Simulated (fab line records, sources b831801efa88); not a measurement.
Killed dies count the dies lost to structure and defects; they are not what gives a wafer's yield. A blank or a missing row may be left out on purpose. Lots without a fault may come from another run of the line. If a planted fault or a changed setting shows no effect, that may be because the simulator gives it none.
Matching of chambers + flow gf180mcu + cmp-02 running GF_V1_CMP_04: 4 sister chambers
The step polishes SiO2. 4 wafers are shown with their chamber, then 6 later ones without.

== WAFERS PAIRED WITH THEIR CHAMBERS ==
| wafer  | chamber | motor current A (A) |
|--------|---------|---------------------|
| L257.6 | 0       | 12.3                |
| L264.6 | 2       | 12.4                |
| L271.1 | 1       | 11.6                |
| L271.5 | 3       | 14.5                |

== WAFERS WITH NO CHAMBER GIVEN ==
| wafer  | motor current A (A) |
|--------|---------------------|
| L273.2 | 11.8                |
| L273.3 | 12.4                |
| L273.6 | 11.8                |
| L275.2 | 12.4                |
| L275.4 | 13.3                |
| L275.6 | 12.6                |

== THE CHAMBER EACH PASSED THROUGH ==
| wafer  | from the rows above          | in truth |
|--------|------------------------------|----------|
| L273.2 | can't be placed: 1 or 0 or 2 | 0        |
| L273.3 | can't be placed: 2 or 0      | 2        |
| L273.6 | can't be placed: 1 or 0 or 2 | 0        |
| L275.2 | can't be placed: 2 or 0      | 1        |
| L275.4 | can't be placed: 2 or 0 or 3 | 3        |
| L275.6 | can't be placed: 2 or 0      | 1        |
Correctly placed: 0 of 6. Unplaceable from these rows: 6, with the true chamber sitting among the candidates in 4. 0 placed wrongly.
How it was worked out, from the rows above alone: a wafer's distance from a chamber is the root of the sum, over the readings, of the square of ((its reading less the chamber's mean) divided by the reading's scatter). If the next closest chamber is less than 2 further off than the closest, the wafer can't be placed; otherwise it belongs to the closest. The mean given for a chamber averages the wafers shown for that chamber. The scatter: with one shown wafer a chamber, the root of the mean of the squares of how far each hidden wafer lies from its nearest shown one.
